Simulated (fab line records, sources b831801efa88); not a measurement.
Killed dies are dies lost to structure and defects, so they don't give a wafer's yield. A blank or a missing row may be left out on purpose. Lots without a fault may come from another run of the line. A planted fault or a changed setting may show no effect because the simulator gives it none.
Chamber matching | flow sky130 | SKY_VIA4_CMP_02 on cmp-01: 4 sister chambers
The step polishes SiO2. 4 wafers are shown with their chamber, then 7 later ones without.

WAFERS WITH THEIR CHAMBER
wafer  | chamber | motor_current_A (A)
L692.1 | 3       | 10.6
L692.6 | 0       | 13.9
L703.2 | 1       | 14.6
L703.3 | 2       | 11.1

WAFERS WITHOUT THEIR CHAMBER
wafer  | motor_current_A (A)
L703.5 | 11.1
L704.1 | 13.3
L704.3 | 11.4
L704.5 | 13.8
L705.1 | 14.4
L705.3 | 11.8
L705.6 | 13.8

WHICH CHAMBER EACH WENT THROUGH
wafer  | from the rows above     | in truth
L703.5 | can't be placed: 2 or 3 | 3
L704.1 | can't be placed: 0 or 1 | 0
L704.3 | can't be placed: 2 or 3 | 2
L704.5 | can't be placed: 0 or 1 | 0
L705.1 | can't be placed: 1 or 0 | 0
L705.3 | can't be placed: 2 or 3 | 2
L705.6 | can't be placed: 0 or 1 | 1
Placed correctly: 0 of 7. Can't be placed from these rows: 7 (the true chamber is among the candidates in 7). Placed wrongly: 0.
How it was worked out, from the rows above alone: a wafer's distance from a chamber is the root of the sum, over the readings, of the square of ((its reading less the chamber's mean) divided by the reading's scatter). The wafer belongs to the nearest chamber; if the next one is less than 2 further off, it can't be placed. A chamber's mean is the mean of its shown wafers. The scatter: with one shown wafer a chamber, the root of the mean of the squares of how far each hidden wafer lies from its nearest shown one.
